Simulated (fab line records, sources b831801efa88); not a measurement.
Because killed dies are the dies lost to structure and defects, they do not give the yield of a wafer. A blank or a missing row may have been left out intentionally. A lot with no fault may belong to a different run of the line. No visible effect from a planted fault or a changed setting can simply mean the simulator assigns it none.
fab line records | flow sky130 | part 1 of 2: steps 1 to 25 of 36
record lots=5 | wafers=15 | lastDay=49
route steps=708 shown VIA1@478 METAL2@483 VIA2@507
lots that met no fault: taken from a fault-free run of the same line
startH: hours from the record's first day to the start of the lot's first wafer shown | waitH: hours from the lot's prior step to this one | " as in the row above | L1.1+2: several wafers, shown together as one row | - no value, or no start was given | * or withheld: withheld | < > ~ a bound
route shown NAME@n: names a module that has steps shown in the file, with the first one's number in the route | usual: mean and standard deviation over wafers with no fault | same: alike in all rows | chamber/n: place in a boat | sites: each site's reading | _std_site: standard deviation across them | _edge_site: inner sites' mean taken away from outer sites' mean | radiusMm: for every site, how far away it sits from the centre of the wafer | mask NAME#n: copy n | behind: the last tool/chamber to shape the wafer | hold: why the lot was held/for how many hours/how that ended | device: whichever transistor did not switch (one of n, p or np) | end of line: at the end of the route, the tests of the same wafers | a step with no rows: only its recipe | killed: dies that structure and defects cost at the first sort, which is not the same as the wafer's yield | map: a wafer's dies, x killed, . not, _ none there
set.NAME: setting as actually run; set.NAME@STEP: the setting as run at that earlier step | model.NAME: the simulator's own value behind a step, which no gauge read
lots seen at some steps along the route; tables by step, rows by wafer
services: a tool's chamber out of use, with start hour (startH, from the record's first day; less than 0 if before it), hours out, and reason
## steps
# step SKY_VIA1_SPUTTER_20
# recipe material=TiN | targetThkNm=20 | chamberPressurePa=5 | powerW=4000 | timeS=80
# usual chamberPressurePa=5.000/0.0089 | throttleValvePct=29.6/0.91
lot.wafer | tool          | chamber | startH | waitH | chamberPressurePa | throttleValvePct
L074.2    | pvdSputter-03 | -       | 786.73 | 0.0   | 4.977             | 32.1
L074.5    | "             | -       | "      | "     | 4.994             | 31.8
L074.6    | "             | -       | "      | "     | 4.987             | 29.1
L077.2    | pvdSputter-03 | -       | 812.74 | 0.0   | 4.995             | 29.2
L077.3    | "             | -       | "      | "     | 5.001             | 31.9
L077.4    | "             | -       | "      | "     | 4.988             | 29.3
L081.4    | pvdSputter-02 | -       | 843.62 | 0.0   | 5.004             | 28.9
L081.5    | "             | -       | "      | "     | 5.003             | 30.5
L081.6    | "             | -       | "      | "     | 5.006             | 29.6
L086.2    | pvdSputter-02 | -       | 882.53 | 0.0   | 4.986             | 30.2
L086.4    | "             | -       | "      | "     | 4.988             | 28.2
L086.5    | "             | -       | "      | "     | 4.995             | 30.3
L090.2    | pvdSputter-03 | -       | 912.53 | 0.0   | 4.998             | 32.0
L090.4    | "             | -       | "      | "     | 4.993             | 29.4
L090.5    | "             | -       | "      | "     | 4.996             | 29.2
# step SKY_VIA1_CVD_21
# recipe material=W | targetThkNm=270 | timeS=80.902 | tempC=400 | pressureTorr=40
# usual heaterPowerW=900/140
lot.wafer | tool    | chamber | startH | waitH | heaterPowerW
L074.2    | cvdW-02 | 0       | 786.79 | 0.0   | 990
L074.5    | "       | 0       | "      | "     | 1012
L074.6    | "       | 1       | "      | "     | 719
L077.2    | cvdW-01 | 1       | 812.80 | 0.0   | 1109
L077.3    | "       | 0       | "      | "     | 819
L077.4    | "       | 1       | "      | "     | 1135
L081.4    | cvdW-01 | 0       | 843.68 | 0.0   | 830
L081.5    | "       | 1       | "      | "     | 1066
L081.6    | "       | 0       | "      | "     | 827
L086.2    | cvdW-02 | 0       | 882.59 | 0.0   | 995
L086.4    | "       | 0       | "      | "     | 1001
L086.5    | "       | 1       | "      | "     | 741
L090.2    | cvdW-02 | 0       | 912.59 | 0.0   | 984
L090.4    | "       | 1       | "      | "     | 715
L090.5    | "       | 0       | "      | "     | 1003
# step SKY_VIA1_RS_MEAS_22
# recipe thkMeasGauge=four-point-probe | reads=W_of_VIA1_CVD_21+TiN_of_VIA1_SPUTTER_20
# usual VIA1_W_RS=0.424/0.0046
lot.wafer | tool         | chamber | startH | waitH | VIA1_W_RS[ohm/sq]
L074.2    | filmMetro-01 | -       | 786.90 | 0.1   | 0.422
L074.5    | "            | -       | "      | "     | 0.421
L074.6    | "            | -       | "      | "     | 0.418
L077.2    | filmMetro-02 | -       | 812.91 | 0.1   | 0.420
L077.3    | "            | -       | "      | "     | 0.425
L077.4    | "            | -       | "      | "     | 0.420
L081.4    | filmMetro-04 | -       | 843.80 | 0.1   | 0.424
L081.5    | "            | -       | "      | "     | 0.425
L081.6    | "            | -       | "      | "     | 0.425
L086.2    | filmMetro-01 | -       | 882.70 | 0.1   | 0.419
L086.4    | "            | -       | "      | "     | 0.417
L086.5    | "            | -       | "      | "     | 0.414
L090.2    | filmMetro-01 | -       | 912.70 | 0.1   | 0.428
L090.4    | "            | -       | "      | "     | 0.421
L090.5    | "            | -       | "      | "     | 0.431
# step SKY_VIA1_THK_MEAS_23
# recipe thkMeasGauge=xrf | reads=W_of_VIA1_CVD_21
# usual VIA1_W_THK=273/3.9
lot.wafer | tool         | chamber | startH | waitH | VIA1_W_THK[nm]
L074.2    | filmMetro-01 | -       | 787.01 | 0.1   | 275
L074.5    | "            | -       | "      | "     | 277
L074.6    | "            | -       | "      | "     | 277
L077.2    | filmMetro-02 | -       | 813.02 | 0.1   | 271
L077.3    | "            | -       | "      | "     | 266
L077.4    | "            | -       | "      | "     | 270
L081.4    | filmMetro-04 | -       | 843.89 | 0.1   | 273
L081.5    | "            | -       | "      | "     | 273
L081.6    | "            | -       | "      | "     | 273
L086.2    | filmMetro-01 | -       | 882.81 | 0.1   | 279
L086.4    | "            | -       | "      | "     | 279
L086.5    | "            | -       | "      | "     | 280
L090.2    | filmMetro-01 | -       | 912.81 | 0.1   | 272
L090.4    | "            | -       | "      | "     | 275
L090.5    | "            | -       | "      | "     | 270
# step SKY_VIA1_CMP_24
# recipe stopOn=SiO2 | tOverpolishS=15 | downForcePsi=3.5 | platenRpm=60 | targetThkNm=0 | padVelocityMS=0.94248
# usual motorCurrentA=11.8/0.82 | overpolishRunS=15.001/0.0096 | platenRpm=60.00/0.042 | slurryFlowMlMin=150.0/0.45 | timeToEndpointS=65/3.8
lot.wafer | tool   | chamber | startH | waitH | motorCurrentA | overpolishRunS | platenRpm | slurryFlowMlMin | timeToEndpointS
L074.2    | cmp-02 | 1       | 787.21 | 0.2   | 10.9          | 15.009         | 59.99     | 149.9           | 66
L074.5    | "      | 2       | "      | "     | 11.2          | 15.003         | 60.03     | 149.5           | 63
L074.6    | "      | 3       | "      | "     | 12.9          | 14.988         | 59.98     | 149.2           | 63
L077.3    | cmp-01 | 1       | 813.07 | 0.0   | 11.8          | 15.017         | 59.99     | 150.1           | 71
L077.4    | "      | 2       | "      | "     | 10.7          | 14.998         | 60.06     | 150.1           | 75
L077.2    | "      | 0       | "      | "     | 13.1          | 14.990         | 60.00     | 149.8           | 70
L081.4    | cmp-01 | 1       | 844.02 | 0.1   | 12.1          | 14.991         | 59.97     | 149.8           | 68
L081.6    | "      | 3       | "      | "     | 11.2          | 14.996         | 59.96     | 150.2           | 61
L081.5    | "      | 0       | "      | "     | 13.5          | 14.989         | 60.04     | 150.1           | 66
L086.4    | cmp-01 | 0       | 882.91 | 0.1   | 13.1          | 15.001         | 59.97     | 150.0           | 63
L086.2    | "      | 1       | "      | "     | 12.2          | 15.006         | 60.00     | 149.4           | 65
L086.5    | "      | 0       | "      | "     | 13.7          | 15.003         | 59.97     | 150.5           | 66
L090.4    | cmp-01 | 0       | 912.91 | 0.1   | 12.6          | 14.990         | 59.96     | 150.4           | 67
L090.2    | "      | 1       | "      | "     | 12.5          | 15.026         | 60.00     | 150.3           | 70
L090.5    | "      | 3       | "      | "     | 11.0          | 15.001         | 59.99     | 149.9           | 62
# step SKY_METAL2_SPUTTER_00
# recipe material=Ti | targetThkNm=15 | powerW=3000 | timeS=10 | chamberPressurePa=0.4
# usual chamberPressurePa=0.4000/0.00085 | throttleValvePct=29.9/0.95
lot.wafer | tool          | chamber | startH | waitH | chamberPressurePa | throttleValvePct
L074.2    | pvdSputter-04 | -       | 787.36 | 0.1   | 0.4002            | 30.1
L074.5    | "             | -       | "      | "     | 0.3986            | 30.1
L074.6    | "             | -       | "      | "     | 0.3999            | 31.8
L077.2    | pvdSputter-02 | -       | 813.37 | 0.1   | 0.4004            | 29.4
L077.3    | "             | -       | "      | "     | 0.4019            | 28.3
L077.4    | "             | -       | "      | "     | 0.4008            | 28.8
L081.4    | pvdSputter-02 | -       | 844.23 | 0.2   | 0.4005            | 30.5
L081.5    | "             | -       | "      | "     | 0.4004            | 28.7
L081.6    | "             | -       | "      | "     | 0.3987            | 29.6
L086.2    | pvdSputter-01 | -       | 883.16 | 0.1   | 0.3998            | 29.5
L086.4    | "             | -       | "      | "     | 0.3993            | 29.7
L086.5    | "             | -       | "      | "     | 0.4012            | 30.0
L090.2    | pvdSputter-04 | -       | 913.16 | 0.1   | 0.4008            | 30.1
L090.4    | "             | -       | "      | "     | 0.3998            | 31.9
L090.5    | "             | -       | "      | "     | 0.3996            | 31.8
# step SKY_METAL2_SPUTTER_01
# recipe material=TiN | targetThkNm=20 | powerW=6500 | timeS=16.7 | chamberPressurePa=0.4
# usual chamberPressurePa=0.4000/0.00075 | throttleValvePct=29.9/0.95
lot.wafer | tool          | chamber | startH | waitH | chamberPressurePa | throttleValvePct
L074.2    | pvdSputter-04 | -       | 787.38 | 0.0   | 0.3994            | 30.0
L074.5    | "             | -       | "      | "     | 0.3988            | 30.0
L074.6    | "             | -       | "      | "     | 0.4014            | 31.9
L077.2    | pvdSputter-02 | -       | 813.40 | 0.0   | 0.4004            | 29.5
L077.3    | "             | -       | "      | "     | 0.4006            | 28.6
L077.4    | "             | -       | "      | "     | 0.4004            | 28.5
L081.4    | pvdSputter-02 | -       | 844.26 | 0.0   | 0.4004            | 30.2
L081.5    | "             | -       | "      | "     | 0.3996            | 28.8
L081.6    | "             | -       | "      | "     | 0.3997            | 29.5
L086.2    | pvdSputter-01 | -       | 883.19 | 0.0   | 0.3985            | 29.5
L086.4    | "             | -       | "      | "     | 0.4002            | 29.7
L086.5    | "             | -       | "      | "     | 0.3982            | 30.0
L090.2    | pvdSputter-04 | -       | 913.18 | 0.0   | 0.4018            | 30.0
L090.4    | "             | -       | "      | "     | 0.3998            | 32.0
L090.5    | "             | -       | "      | "     | 0.3998            | 31.6
# step SKY_METAL2_SPUTTER_02
# recipe material=AlCu | targetThkNm=250 | powerW=10600 | timeS=13.3 | chamberPressurePa=0.4
# usual chamberPressurePa=0.4001/0.00078 | throttleValvePct=29.9/0.96
lot.wafer | tool          | chamber | startH | waitH | chamberPressurePa | throttleValvePct
L074.2    | pvdSputter-04 | -       | 787.41 | 0.0   | 0.3985            | 30.1
L074.5    | "             | -       | "      | "     | 0.4004            | 29.6
L074.6    | "             | -       | "      | "     | 0.3988            | 31.4
L077.2    | pvdSputter-02 | -       | 813.42 | 0.0   | 0.3998            | 29.3
L077.3    | "             | -       | "      | "     | 0.4001            | 28.5
L077.4    | "             | -       | "      | "     | 0.3995            | 28.7
L081.4    | pvdSputter-02 | -       | 844.28 | 0.0   | 0.3996            | 30.3
L081.5    | "             | -       | "      | "     | 0.4000            | 28.9
L081.6    | "             | -       | "      | "     | 0.3996            | 29.3
L086.2    | pvdSputter-01 | -       | 883.21 | 0.0   | 0.3998            | 29.5
L086.4    | "             | -       | "      | "     | 0.3998            | 29.8
L086.5    | "             | -       | "      | "     | 0.4004            | 30.2
L090.2    | pvdSputter-04 | -       | 913.21 | 0.0   | 0.4011            | 30.0
L090.4    | "             | -       | "      | "     | 0.4003            | 32.0
L090.5    | "             | -       | "      | "     | 0.4006            | 31.8
# step SKY_METAL2_SPUTTER_03
# recipe material=Ti | targetThkNm=5 | powerW=3000 | timeS=3.3 | chamberPressurePa=0.4
# usual chamberPressurePa=0.3999/0.0008 | throttleValvePct=29.9/0.97
lot.wafer | tool          | chamber | startH | waitH | chamberPressurePa | throttleValvePct
L074.2    | pvdSputter-04 | -       | 787.43 | 0.0   | 0.3997            | 30.2
L074.5    | "             | -       | "      | "     | 0.4008            | 29.9
L074.6    | "             | -       | "      | "     | 0.3992            | 31.8
L077.2    | pvdSputter-02 | -       | 813.45 | 0.0   | 0.3990            | 29.3
L077.3    | "             | -       | "      | "     | 0.4012            | 28.3
L077.4    | "             | -       | "      | "     | 0.3994            | 28.6
L081.4    | pvdSputter-02 | -       | 844.31 | 0.0   | 0.3994            | 30.5
L081.5    | "             | -       | "      | "     | 0.4017            | 28.7
L081.6    | "             | -       | "      | "     | 0.3999            | 29.2
L086.2    | pvdSputter-01 | -       | 883.24 | 0.0   | 0.4005            | 29.4
L086.4    | "             | -       | "      | "     | 0.4003            | 29.7
L086.5    | "             | -       | "      | "     | 0.4011            | 30.0
L090.2    | pvdSputter-04 | -       | 913.23 | 0.0   | 0.4004            | 30.2
L090.4    | "             | -       | "      | "     | 0.4003            | 31.9
L090.5    | "             | -       | "      | "     | 0.3993            | 31.9
# step SKY_METAL2_SPUTTER_04
# recipe material=TiN | targetThkNm=70 | powerW=6500 | timeS=58.3 | chamberPressurePa=0.4
# usual chamberPressurePa=0.3999/0.00072 | throttleValvePct=29.9/0.93
lot.wafer | tool          | chamber | startH | waitH | chamberPressurePa | throttleValvePct
L074.2    | pvdSputter-04 | -       | 787.45 | 0.0   | 0.3999            | 30.4
L074.5    | "             | -       | "      | "     | 0.3997            | 29.9
L074.6    | "             | -       | "      | "     | 0.4002            | 31.6
L077.2    | pvdSputter-02 | -       | 813.46 | 0.0   | 0.3999            | 29.2
L077.3    | "             | -       | "      | "     | 0.4003            | 28.6
L077.4    | "             | -       | "      | "     | 0.4005            | 28.6
L081.4    | pvdSputter-02 | -       | 844.34 | 0.0   | 0.3988            | 30.5
L081.5    | "             | -       | "      | "     | 0.4000            | 28.4
L081.6    | "             | -       | "      | "     | 0.4002            | 29.3
L086.2    | pvdSputter-01 | -       | 883.25 | 0.0   | 0.3995            | 29.6
L086.4    | "             | -       | "      | "     | 0.3988            | 29.6
L086.5    | "             | -       | "      | "     | 0.4004            | 29.8
L090.2    | pvdSputter-04 | -       | 913.25 | 0.0   | 0.4008            | 30.1
L090.4    | "             | -       | "      | "     | 0.4010            | 31.5
L090.5    | "             | -       | "      | "     | 0.3998            | 31.8
# step SKY_METAL2_RS_MEAS_05
# recipe thkMeasGauge=four-point-probe | reads=TiN_of_METAL2_SPUTTER_04+Ti_of_METAL2_SPUTTER_03+AlCu_of_METAL2_SPUTTER_02+TiN_of_METAL2_SPUTTER_01+Ti_of_METAL2_SPUTTER_00
# usual METAL2_ALCU_RS=0.1260/0.0014
lot.wafer | tool         | chamber | startH | waitH | METAL2_ALCU_RS[ohm/sq]
L074.2    | filmMetro-03 | -       | 787.52 | 0.0   | 0.1289
L074.5    | "            | -       | "      | "     | 0.1252
L074.6    | "            | -       | "      | "     | 0.1265
L077.2    | filmMetro-02 | -       | 813.53 | 0.0   | 0.1261
L077.3    | "            | -       | "      | "     | 0.1262
L077.4    | "            | -       | "      | "     | 0.1271
L081.4    | filmMetro-01 | -       | 844.42 | 0.1   | 0.1264
L081.5    | "            | -       | "      | "     | 0.1279
L081.6    | "            | -       | "      | "     | 0.1264
L086.2    | filmMetro-02 | -       | 883.32 | 0.0   | 0.1267
L086.4    | "            | -       | "      | "     | 0.1267
L086.5    | "            | -       | "      | "     | 0.1249
L090.2    | filmMetro-02 | -       | 913.32 | 0.0   | 0.1280
L090.4    | "            | -       | "      | "     | 0.1267
L090.5    | "            | -       | "      | "     | 0.1268
# step SKY_METAL2_THK_MEAS_06
# recipe thkMeasGauge=xrf | reads=AlCu_of_METAL2_SPUTTER_02
# usual METAL2_ALCU_THK=250/3
lot.wafer | tool         | chamber | startH | waitH | METAL2_ALCU_THK[nm]
L074.2    | filmMetro-03 | -       | 787.63 | 0.1   | 244
L074.5    | "            | -       | "      | "     | 250
L074.6    | "            | -       | "      | "     | 248
L077.2    | filmMetro-02 | -       | 813.64 | 0.1   | 250
L077.3    | "            | -       | "      | "     | 250
L077.4    | "            | -       | "      | "     | 250
L081.4    | filmMetro-01 | -       | 844.51 | 0.1   | 253
L081.5    | "            | -       | "      | "     | 250
L081.6    | "            | -       | "      | "     | 251
L086.2    | filmMetro-02 | -       | 883.43 | 0.1   | 251
L086.4    | "            | -       | "      | "     | 248
L086.5    | "            | -       | "      | "     | 256
L090.2    | filmMetro-02 | -       | 913.43 | 0.1   | 248
L090.4    | "            | -       | "      | "     | 251
L090.5    | "            | -       | "      | "     | 251
# step SKY_METAL2_DEHYDRATE_07
# recipe tempC=200 | timeS=60
# usual heaterPowerTotalW=160.39/0.13
lot.wafer | tool          | chamber | startH | waitH | heaterPowerTotalW
L074.2    | lithoTrack-04 | 0       | 800.38 | 12.7  | 160.43
L074.5    | "             | 0       | "      | "     | 160.60
L074.6    | "             | 0       | "      | "     | 160.27
L077.2    | lithoTrack-03 | 0       | 824.91 | 11.3  | 160.25
L077.3    | "             | 0       | "      | "     | 160.27
L077.4    | "             | 0       | "      | "     | 160.55
L081.4    | lithoTrack-01 | 0       | 857.83 | 13.3  | 160.64
L081.5    | "             | 0       | "      | "     | 160.32
L081.6    | "             | 0       | "      | "     | 160.55
L086.2    | lithoTrack-04 | 0       | 895.43 | 12.0  | 160.44
L086.4    | "             | 0       | "      | "     | 160.43
L086.5    | "             | 0       | "      | "     | 160.36
L090.2    | lithoTrack-03 | 0       | 924.51 | 11.1  | 160.38
L090.4    | "             | 0       | "      | "     | 160.18
L090.5    | "             | 0       | "      | "     | 160.59
# step SKY_METAL2_HMDS_08
# recipe primeTimeS=60 | primeTempC=120
# same primeTimeS=60
lot.wafer  | tool          | chamber | startH | waitH
L074.2+5+6 | lithoTrack-04 | 0       | 800.53 | 0.1
L077.2+3+4 | lithoTrack-03 | 0       | 825.06 | 0.1
L081.4+5+6 | lithoTrack-01 | 0       | 857.98 | 0.1
L086.2+4+5 | lithoTrack-04 | 0       | 895.58 | 0.1
L090.2+4+5 | lithoTrack-03 | 0       | 924.66 | 0.1
# step SKY_METAL2_COAT_09
# recipe resist=BARC | tempC=withheld | timeS=withheld | spinRpm=3000 | resistThkNm=60
lot.wafer  | tool          | chamber | startH | waitH
L074.2+5+6 | lithoTrack-04 | 0       | 800.68 | 0.1
L077.2+3+4 | lithoTrack-03 | 0       | 825.21 | 0.1
L081.4+5+6 | lithoTrack-01 | 0       | 858.13 | 0.1
L086.2+4+5 | lithoTrack-04 | 0       | 895.73 | 0.1
L090.2+4+5 | lithoTrack-03 | 0       | 924.81 | 0.1
# step SKY_METAL2_COAT_10
# recipe resist=KrF-thick | spinRpm=3000 | resistThkNm=450
lot.wafer  | tool          | chamber | startH | waitH
L074.2+5+6 | lithoTrack-04 | 0       | -      | -
L077.2+3+4 | lithoTrack-03 | 0       | -      | -
L081.4+5+6 | lithoTrack-01 | 0       | -      | -
L086.2+4+5 | lithoTrack-04 | 0       | -      | -
L090.2+4+5 | lithoTrack-03 | 0       | -      | -
# step SKY_METAL2_SOFTBAKE_11
# recipe tempC=100 | timeS=90 | resist=KrF-thick
# usual heaterPowerTotalW=57.37/0.11
lot.wafer | tool          | chamber | startH | waitH | heaterPowerTotalW
L074.2    | lithoTrack-04 | 0       | -      | -     | 57.46
L074.5    | "             | 0       | "      | "     | 57.35
L074.6    | "             | 0       | "      | "     | 57.48
L077.2    | lithoTrack-03 | 0       | -      | -     | 57.39
L077.3    | "             | 0       | "      | "     | 57.34
L077.4    | "             | 0       | "      | "     | 57.39
L081.4    | lithoTrack-01 | 0       | -      | -     | 57.33
L081.5    | "             | 0       | "      | "     | 57.47
L081.6    | "             | 0       | "      | "     | 57.25
L086.2    | lithoTrack-04 | 0       | -      | -     | 57.28
L086.4    | "             | 0       | "      | "     | 57.41
L086.5    | "             | 0       | "      | "     | 57.40
L090.2    | lithoTrack-03 | 0       | -      | -     | 57.24
L090.4    | "             | 0       | "      | "     | 57.41
L090.5    | "             | 0       | "      | "     | 57.49
# step SKY_METAL2_EXPOSE_12
# recipe maskId=MM2 | na=0.8 | sourceShape=annular | sigmaInner=0.55 | sigmaOuter=0.85 | targetCdNm=140 | doseMj=28
lot.wafer  | tool          | chamber | startH | waitH | mask
L074.2+5+6 | krfScanner-02 | 0       | -      | -     | MM2#0
L077.2+3+4 | krfScanner-02 | 0       | -      | -     | MM2#0
L081.4+5+6 | krfScanner-02 | 0       | -      | -     | MM2#0
L086.2+4+5 | krfScanner-01 | 0       | -      | -     | MM2#0
L090.2+4+5 | krfScanner-01 | 0       | -      | -     | MM2#0
# step SKY_METAL2_PEB_13
# recipe pebTempC=withheld | pebTimeS=withheld | resist=KrF-thick
lot.wafer  | tool          | chamber | startH | waitH
L074.2+5+6 | lithoTrack-01 | 0       | -      | -
L077.2+3+4 | lithoTrack-04 | 0       | -      | -
L081.4+5+6 | lithoTrack-01 | 0       | -      | -
L086.2+4+5 | lithoTrack-03 | 0       | -      | -
L090.2+4+5 | lithoTrack-03 | 0       | -      | -
# step SKY_METAL2_DEVELOP_14
# recipe developTimeS=61.34 | resist=KrF-thick | devTempC=21
# same developTimeS=61.34
lot.wafer  | tool          | chamber | startH | waitH
L074.2+5+6 | lithoTrack-01 | 0       | -      | -
L077.2+3+4 | lithoTrack-04 | 0       | -      | -
L081.4+5+6 | lithoTrack-01 | 0       | -      | -
L086.2+4+5 | lithoTrack-03 | 0       | -      | -
L090.2+4+5 | lithoTrack-03 | 0       | -      | -
# step SKY_METAL2_CD_MEAS_15
# recipe targetCdNm=140
# usual cdNm=140.0/1.3
lot.wafer | tool     | chamber | startH | waitH | cdNm
L074.2    | cdSem-02 | -       | 814.07 | -     | 142.6
L074.5    | "        | -       | "      | "     | 139.7
L074.6    | "        | -       | "      | "     | 141.2
L077.2    | cdSem-02 | -       | 839.47 | -     | 140.2
L077.3    | "        | -       | "      | "     | 139.9
L077.4    | "        | -       | "      | "     | 142.3
L081.4    | cdSem-01 | -       | 871.01 | -     | 140.3
L081.5    | "        | -       | "      | "     | 140.6
L081.6    | "        | -       | "      | "     | 140.5
L086.2    | cdSem-01 | -       | 908.60 | -     | 139.0
L086.4    | "        | -       | "      | "     | 141.4
L086.5    | "        | -       | "      | "     | 140.8
L090.2    | cdSem-02 | -       | 937.95 | -     | 140.6
L090.4    | "        | -       | "      | "     | 141.1
L090.5    | "        | -       | "      | "     | 139.2
# step SKY_METAL2_OVL_MEAS_16
# usual METAL2_OVL=1/5.4
lot.wafer | tool       | chamber | startH | waitH | METAL2_OVL[nm]
L074.2    | overlay-02 | -       | 814.18 | 0.1   | 8
L074.5    | "          | -       | "      | "     | -2
L074.6    | "          | -       | "      | "     | 6
L077.2    | overlay-02 | -       | 839.58 | 0.1   | 1
L077.3    | "          | -       | "      | "     | 6
L077.4    | "          | -       | "      | "     | 2
L081.4    | overlay-02 | -       | 871.09 | 0.1   | -2
L081.5    | "          | -       | "      | "     | 9
L081.6    | "          | -       | "      | "     | 9
L086.2    | overlay-02 | -       | 908.71 | 0.1   | -10
L086.4    | "          | -       | "      | "     | -8
L086.5    | "          | -       | "      | "     | -6
L090.2    | overlay-01 | -       | 938.06 | 0.1   | 9
L090.4    | "          | -       | "      | "     | 4
L090.5    | "          | -       | "      | "     | -3
# step SKY_METAL2_DESCUM_17
# recipe chemistry=O2 | sourcePowerW=150 | biasPowerW=0 | pressureMtorr=10 | tempC=40 | timeS=8
# usual drypumpMotorCurrentA=5.8/0.35 | oesProductAu=1.004/0.0074
lot.wafer | tool        | chamber | startH | waitH | drypumpMotorCurrentA | oesProductAu | rfHoursCounterH
L074.2    | rieMetal-04 | 0       | 814.21 | 0.0   | 5.9                  | 0.995        | 4
L074.5    | "           | 0       | "      | "     | 5.9                  | 1.003        | -
L074.6    | "           | 1       | "      | "     | 5.6                  | 1.004        | -
L077.2    | rieMetal-02 | 1       | 839.61 | 0.0   | 5.7                  | 1.005        | 3
L077.3    | "           | 0       | "      | "     | 5.1                  | 1.006        | -
L077.4    | "           | 1       | "      | "     | 5.6                  | 1.003        | -
L081.4    | rieMetal-04 | 1       | 871.12 | 0.0   | 5.7                  | 1.007        | -
L081.5    | "           | 1       | "      | "     | 5.7                  | 0.999        | -
L081.6    | "           | 0       | "      | "     | 6.0                  | 1.017        | -
L086.2    | rieMetal-01 | 0       | 908.74 | 0.0   | 6.3                  | 1.011        | 13
L086.4    | "           | 0       | "      | "     | 6.3                  | 1.006        | -
L086.5    | "           | 0       | "      | "     | 6.3                  | 1.009        | -
L090.2    | rieMetal-01 | 0       | 938.09 | 0.0   | 6.3                  | 0.992        | 16
L090.4    | "           | 1       | "      | "     | 5.7                  | 1.000        | -
L090.5    | "           | 0       | "      | "     | 6.3                  | 0.995        | -
# step SKY_METAL2_ETCH_18
# recipe chemistry=N2/H2 | target=BARC | ionEnergyEv=200 | biasW=100 | pressureMtorr=30 | n2FlowSccm=100 | h2FlowSccm=200 | icpW=500 | stopOn=SiO2 | timeS=45.9 | targetDepthA=600
# usual biasW=100.0/0.31 | drypumpMotorCurrentA=5.8/0.35 | oesProductAu=0.853/0.0046 | throttleValvePct=13.224/0.0094
lot.wafer | tool        | chamber | startH | waitH | biasW | drypumpMotorCurrentA | oesProductAu | rfHoursCounterH | throttleValvePct
L074.2    | rieMetal-04 | 0       | 814.25 | 0.0   | 100.4 | 5.9                  | 0.850        | 4               | 13.232
L074.5    | "           | 0       | "      | "     | 100.0 | 6.0                  | 0.847        | -               | 13.236
L074.6    | "           | 1       | "      | "     | 100.4 | 5.7                  | 0.856        | -               | 13.243
L077.2    | rieMetal-02 | 1       | 839.64 | 0.0   | 99.8  | 5.6                  | 0.848        | 3               | 13.221
L077.3    | "           | 0       | "      | "     | 100.0 | 5.0                  | 0.859        | -               | 13.224
L077.4    | "           | 1       | "      | "     | 99.4  | 5.7                  | 0.858        | -               | 13.210
L081.4    | rieMetal-04 | 1       | 871.16 | 0.0   | 99.8  | 5.7                  | 0.848        | -               | 13.230
L081.5    | "           | 1       | "      | "     | 99.6  | 5.7                  | 0.849        | -               | 13.227
L081.6    | "           | 0       | "      | "     | 99.6  | 5.9                  | 0.849        | -               | 13.233
L086.2    | rieMetal-01 | 0       | 908.77 | 0.0   | 99.6  | 6.3                  | 0.858        | 13              | 13.218
L086.4    | "           | 0       | "      | "     | 100.0 | 6.3                  | 0.846        | -               | 13.233
L086.5    | "           | 0       | "      | "     | 99.7  | 6.3                  | 0.853        | -               | 13.216
L090.2    | rieMetal-01 | 0       | 938.12 | 0.0   | 100.5 | 6.3                  | 0.855        | 16              | 13.223
L090.4    | "           | 1       | "      | "     | 99.9  | 5.7                  | 0.856        | -               | 13.214
L090.5    | "           | 0       | "      | "     | 100.2 | 6.3                  | 0.850        | -               | 13.227
# step SKY_METAL2_METAL_ETCH_19
# recipe targetDepthA=3600 | stopOn=SiO2 | overEtchFrac=0.3 | timeS=78 | chemistry=Cl2/BCl3 | resistSidewallDeg=88 | pressureMtorr=10 | icpW=900 | biasW=48.5 | Cl2_flow_sccm=60 | bcl3FlowSccm=30
# usual biasW=48.47/0.15 | drypumpMotorCurrentA=5.8/0.35 | oesProductAu=0.856/0.0063 | throttleValvePct=22.264/0.0093
lot.wafer | tool        | chamber | startH | waitH | biasW | drypumpMotorCurrentA | oesProductAu | rfHoursCounterH | throttleValvePct
L074.2    | rieMetal-04 | 0       | 814.34 | 0.1   | 48.70 | 5.9                  | 0.847        | 4               | 22.270
L074.5    | "           | 0       | "      | "     | 48.60 | 5.9                  | 0.862        | -               | 22.249
L074.6    | "           | 1       | "      | "     | 48.48 | 5.7                  | 0.855        | -               | 22.271
L077.2    | rieMetal-02 | 1       | 839.70 | 0.0   | 48.40 | 5.6                  | 0.854        | 3               | 22.258
L077.3    | "           | 0       | "      | "     | 48.41 | 5.0                  | 0.862        | -               | 22.268
L077.4    | "           | 1       | "      | "     | 48.50 | 5.6                  | 0.855        | -               | 22.259
L081.4    | rieMetal-04 | 1       | 871.23 | 0.1   | 48.59 | 5.7                  | 0.858        | -               | 22.249
L081.5    | "           | 1       | "      | "     | 48.38 | 5.7                  | 0.846        | -               | 22.261
L081.6    | "           | 0       | "      | "     | 48.40 | 5.9                  | 0.861        | -               | 22.264
L086.2    | rieMetal-01 | 0       | 908.83 | 0.0   | 48.34 | 6.3                  | 0.859        | 13              | 22.253
L086.4    | "           | 0       | "      | "     | 48.41 | 6.3                  | 0.852        | -               | 22.250
L086.5    | "           | 0       | "      | "     | 48.48 | 6.3                  | 0.862        | -               | 22.268
L090.2    | rieMetal-01 | 0       | 938.18 | 0.0   | 48.61 | 6.3                  | 0.850        | 16              | 22.273
L090.4    | "           | 1       | "      | "     | 48.60 | 5.7                  | 0.859        | -               | 22.267
L090.5    | "           | 0       | "      | "     | 48.70 | 6.3                  | 0.856        | -               | 22.265
